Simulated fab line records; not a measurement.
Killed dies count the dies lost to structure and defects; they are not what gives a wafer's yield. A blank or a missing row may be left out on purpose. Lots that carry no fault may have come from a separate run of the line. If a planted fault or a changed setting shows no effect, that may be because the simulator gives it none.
A lot that was struck, set against a sound lot / flow sfqLine / 41 out of 325 route steps
Sound: these wafers, L430.4, L430.5, L430.6. Struck: wafer L438.5. (L438.2, L438.6 of the same lot were not struck and are left out.) The cause comes at the end.
At each step with rows: each side's tool, then ch and its chambers, then its first start. Under that, the readings that differ: sound wafers / struck wafers / difference of the means / sigmas: that difference in standard deviations of wafers without a fault.
alike: words and numbers the same on both sides, and readings whose means are apart by under 2 such deviations; not compared: readings that were withheld, readings missing a value for some wafer, numbers with overlapping values and no deviation given by the record, and bounds like >300 which may hide the same value.
The two part at a step that has a row with sigmas, a row that says differs or no value, or rows on one side only. Numbers that don't overlap but have no deviation are shown without sigmas and don't part them. Lack of a reading on every wafer of one side parts them only where that side has two or more wafers.

first, 6 steps without rows for these wafers: SFQ_TRILAYER_M7_LITHO_COAT_182 (resist thk 62 nm); SFQ_TRILAYER_M7_LITHO_COAT_177 (resist thk 600 nm); SFQ_TRILAYER_M7_LITHO_SOFTBAKE_181; SFQ_TRILAYER_M7_LITHO_EXPOSE_178 (exposes mask M7, target cd 500 nm); SFQ_TRILAYER_M7_LITHO_PEB_180 (peb time 60 s); SFQ_TRILAYER_M7_LITHO_DEVELOP_179 (time 60 s).
SFQ_M7_OVL_MEAS_945:
  struck on overlay-01, day 84 01:25; sound on overlay-01, day 80 19:40
  alike: M7_OVL
then, 1 step without rows for these wafers: SFQ_TRILAYER_M7_BARC_OPEN_METAL_ETCH_229 (etches BARC in O2, target depth 125 nm, time 41.7 s).
SFQ_TRILAYER_M7_ETCH_METAL_ETCH_180: etches Nb in Cl2/Ar, stops on SiO2, target depth 240 nm, time 120 s.
  sound on rieMetal-02 ch 0,1, day 80 19:46; struck on rieMetal-02 ch 0, day 84 01:31
  alike: drypumpMotorCurrentA, oesProductAu
  not compared: rfHoursCounterH
SFQ_TRILAYER_M7_STRIP_STRIP_181: strips in O2.
  sound on rieMetal-02 ch 0,1, day 80 20:04; struck on rieMetal-02 ch 0, day 84 01:38
  alike: drypumpMotorCurrentA, oesProductAu
  not compared: rfHoursCounterH
then, 1 step without rows for these wafers: SFQ_TRILAYER_M7_STRIP_SOLV_CLEAN_182 (cleans in NMP, time 600 s).
SFQ_TRILAYER_I7_DEP_PECVD_183: deposits SiO2 from SiH4/N2O, time 111.11 s, target thk 500 nm.
  sound on pecvd-01 ch 0,1,2, day 80 20:40; struck on pecvd-03 ch 1, day 84 02:25
  alike: heaterPowerW, throttleValvePct
SFQ_TRILAYER_I7_CMP_CMP_184: polishes SiO2.
  sound on cmp-01 ch 0,2,3, day 80 21:43; struck on cmp-02 ch 3, day 84 04:29
reading=timeToEndpointS (s); sound=236 231 224; struck=293; difference=+63; sigmas=+8
reading=model.SiO2_of_TRILAYER_I7_DEP_PECVD_183.thkNm (nm); sound=200.8 200.3 199.8; struck=311.4; difference=+111.1; sigmas=
  alike: motorCurrentA, slurryFilterDpKPa
SFQ_I7_BOW_MEAS_946:
  struck on filmMetro-02, day 84 05:31; sound on filmMetro-03, day 80 23:46
  alike: I7_BOW
SFQ_TRILAYER_I7_METRO_MEASURE_185:
  struck on filmMetro-02, day 84 05:49; sound on filmMetro-03, day 81 00:26
reading=thkNm (nm); sound=200.8 200.3 199.9; struck=311.3; difference=+111.0; sigmas=+99 or more
then, 6 steps without rows for these wafers: SFQ_TRILAYER_I7_VIA_LITHO_COAT_192 (resist thk 62 nm); SFQ_TRILAYER_I7_VIA_LITHO_COAT_187 (resist thk 650 nm); SFQ_TRILAYER_I7_VIA_LITHO_SOFTBAKE_191; SFQ_TRILAYER_I7_VIA_LITHO_EXPOSE_188 (exposes mask I7, target cd 1000 nm); SFQ_TRILAYER_I7_VIA_LITHO_PEB_190 (peb time 60 s); SFQ_TRILAYER_I7_VIA_LITHO_DEVELOP_189 (time 60 s).
SFQ_I7_OVL_MEAS_947:
  struck on overlay-02, day 84 19:31; sound on overlay-01, day 81 05:26
reading=I7_OVL (nm); sound=-5 -5 -1; struck=-15; difference=-11; sigmas=-2
SFQ_TRILAYER_I7_VIA_BARC_OPEN_VIA_ETCH_260: etches BARC in O2, target depth 125 nm, time 41.7 s.
  sound on rieDiel-01 ch 1,2,3, day 81 05:27; struck on rieDiel-03 ch 2, day 84 19:32
  alike: drypumpMotorCurrentA, oesProductAu
  not compared: rfHoursCounterH
SFQ_TRILAYER_I7_VIA_ETCH_VIA_ETCH_190: etches SiO2 in CHF3, stops on Nb, target depth 260 nm.
  sound on rieDiel-01 ch 1,2,3, day 81 05:29; struck on rieDiel-03 ch 2, day 84 19:35
reading=oesProductAu (a.u.); sound=0.859 0.856 0.855; struck=1.007; difference=+0.150; sigmas=+31
reading=model.etch.depthNm (nm); sound=200.8 200.3 199.8; struck=261.5; difference=+61.2; sigmas=
reading=model.I7.featureDepthNm (nm); sound=200.8 200.3 199.8; struck=261.5; difference=+61.2; sigmas=
  alike: drypumpMotorCurrentA
SFQ_TRILAYER_I7_VIA_STRIP_STRIP_191: strips in O2.
  sound on rieMetal-04 ch 0,1, day 81 05:48; struck on rieMetal-04 ch 1, day 84 19:42
  alike: drypumpMotorCurrentA, oesProductAu
  not compared: rfHoursCounterH
then, 8 steps without rows for these wafers: SFQ_TRILAYER_I7_VIA_STRIP_SOLV_CLEAN_192 (cleans in NMP, time 600 s); SFQ_TRILAYER_M8_LITHO_LOR_COAT_197; SFQ_TRILAYER_M8_LITHO_LOR_BAKE_198; SFQ_TRILAYER_M8_LITHO_COAT_193 (resist thk 600 nm); SFQ_TRILAYER_M8_LITHO_SOFTBAKE_199; SFQ_TRILAYER_M8_LITHO_EXPOSE_194 (exposes mask M8, target cd 2000 nm); SFQ_TRILAYER_M8_LITHO_PEB_196 (peb time 60 s); SFQ_TRILAYER_M8_LITHO_DEVELOP_195 (img clear 15 s, time 55 s).
SFQ_M8_OVL_MEAS_948:
  struck on overlay-01, day 85 08:43; sound on overlay-02, day 81 11:16
reading=M8_OVL (nm); sound=11 10 5; struck=-5; difference=-14; sigmas=-2
then, 3 steps without rows for these wafers: SFQ_TRILAYER_M8_DEP_EVAP_197 (material Ti, target thk 20 nm, time 100 s); SFQ_TRILAYER_M8_DEP_EVAP_198 (material Pt, target thk 50 nm, time 250 s); SFQ_TRILAYER_M8_DEP_EVAP_196 (material Au, target thk 180 nm, time 900 s).
SFQ_M8_RS_MEAS_949: measurement is done with a four-point probe.
  struck on filmMetro-02, day 85 09:30; sound on filmMetro-04, day 81 12:05
reading=M8_AU_RS (ohm/sq); sound=0.1502 0.1505 0.1530; struck=0.1559; difference=+0.0047; sigmas=+3
SFQ_M8_THK_MEAS_950: measures by xrf.
  struck on filmMetro-02, day 85 09:37; sound on filmMetro-04, day 81 12:10
reading=M8_AU_THK (nm); sound=186.6 186.2 183.5; struck=175.7; difference=-9.7; sigmas=-4
then, 1 step without rows for these wafers: SFQ_TRILAYER_M8_LIFTOFF_LIFTOFF_197 (chemistry NMP, time 600 s).
SFQ_M8_BOW_MEAS_951:
  struck on filmMetro-04, day 85 09:52; sound on filmMetro-02, day 81 12:26
reading=model.etest.i7.linkOhm; sound=1.022 1.023 1.034; struck=1e+06; difference=+1e+06; sigmas=
  alike: M8_BOW

WHERE THEY PART
Last at SFQ_M8_THK_MEAS_950 as far as this record goes, first at SFQ_TRILAYER_I7_CMP_CMP_184. Later steps at which nothing parts them and some readings are alike: SFQ_M8_BOW_MEAS_951.

WHY: the cause the simulator had injected
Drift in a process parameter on cmp-02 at SFQ_TRILAYER_I7_CMP_CMP_184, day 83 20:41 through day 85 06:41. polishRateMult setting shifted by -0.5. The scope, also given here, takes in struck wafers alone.
